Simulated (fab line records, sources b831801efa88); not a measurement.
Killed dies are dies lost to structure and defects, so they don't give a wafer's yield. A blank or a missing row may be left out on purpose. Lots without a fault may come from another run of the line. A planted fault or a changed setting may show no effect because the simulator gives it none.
Problem report in the 8D (eight disciplines) form, filled by code | flow gf180mcu | the parts of the form that need people (team, actions taken, sign-off) are left out

1. THE PROBLEM
chamber_pressure_mTorr at GF_M1_STRIP_17 reads a mean of 1800 mTorr on 4 wafers of 2 lots; wafers without a fault read 1500 mTorr with a standard deviation of 4.2. That is +71 standard deviations from the usual mean.
The step: strips in O2/N2.
First seen on wafer L100.3, day 23 15:15, on plasma_asher-03. The record holds 36 wafers of 12 lots with a number at this step. Rule for "out", or "out of limits": more than 4 standard deviations from the usual mean. The other wafers with a number count as sound.

2. WHAT IT IS AND WHAT IT IS NOT
question                    | is                                               | is not
which readings at this step | chamber_pressure_mTorr, strip_time_to_endpoint_s | drypump_motor_current_A, heater_power_w, n2_flow_sccm, oes_product_au
which lots                  | L100, L101                                       | L106, L983, L985, L986, L987, L989, L990, L991, L992, L996
which wafers of those lots  | L100.3, L100.5, L101.1, L101.6                   | L100.4, L101.2
read on which tools         | plasma_asher-03                                  | plasma_asher-01, plasma_asher-02
when                        | from day 23 15:15                                | up to then (28 sound wafers); but 4 sound wafers of L101, L106 came after

3. SUSPECTS, AND WHAT RULES EACH OUT
Counting: a tool at a process step up to the reading stays a suspect if it ran every lot that is out. Sound lots after the first of them don't rule it out here, since some wafers of a struck lot are sound.
- rie_metal-03 at GF_M1_METAL_ETCH_16 (etches the open film in Cl2/BCl3, stops on SiO2, target depth 627.5 nm, time 104.6 s): kept. It ran every lot that is out, first L100 (day 23 15:08); its last sound lot up to then is L996 (day 21 23:02).
- plasma_asher-03 at GF_M1_STRIP_17 (strips in O2/N2): kept. It ran every lot that is out, first L100 (day 23 15:15); its last sound lot up to then is L992 (day 20 05:12). Its own readings are out on those wafers: chamber_pressure_mTorr, strip_time_to_endpoint_s.
- Within plasma_asher-03 at GF_M1_STRIP_17: the wafers that are out ran in chamber 1; their sound lot-mates ran in chamber 0.
Left after counting: rie_metal-03 at GF_M1_METAL_ETCH_16, plasma_asher-03 at GF_M1_STRIP_17.

4. THE CAUSE (what the simulator had put in)
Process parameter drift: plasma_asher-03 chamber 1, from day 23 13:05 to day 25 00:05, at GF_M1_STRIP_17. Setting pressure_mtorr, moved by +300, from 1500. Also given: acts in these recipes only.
Counting left 2 suspects, and this tool is among them.

5. THE CHAIN OF EFFECTS, in route order
Each row: a reading whose mean over the struck wafers that have a number lies more than 3 standard deviations from the usual. Only readings for which the record gives a usual standard deviation are gone through. hours: the time from each lot's start at the first step in this table that gives one to its start at this step, as a median over the lots. sigmas: the change in usual standard deviations.
hours | step           | reading                  | usual      | on struck wafers | change | sigmas
0     | GF_M1_STRIP_17 | chamber_pressure_mTorr   | 1500 mTorr | 1800             | +300   | +71
0     | GF_M1_STRIP_17 | strip_time_to_endpoint_s | 7.86 s     | 7.59             | -0.27  | -6.0
The process steps in it:
- GF_M1_STRIP_17: strips in O2/N2.

6. WHAT WOULD HAVE CAUGHT IT SOONER
In this record the first reading out of limits was taken at day 23 15:15, 2 hours after the fault began at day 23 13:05.
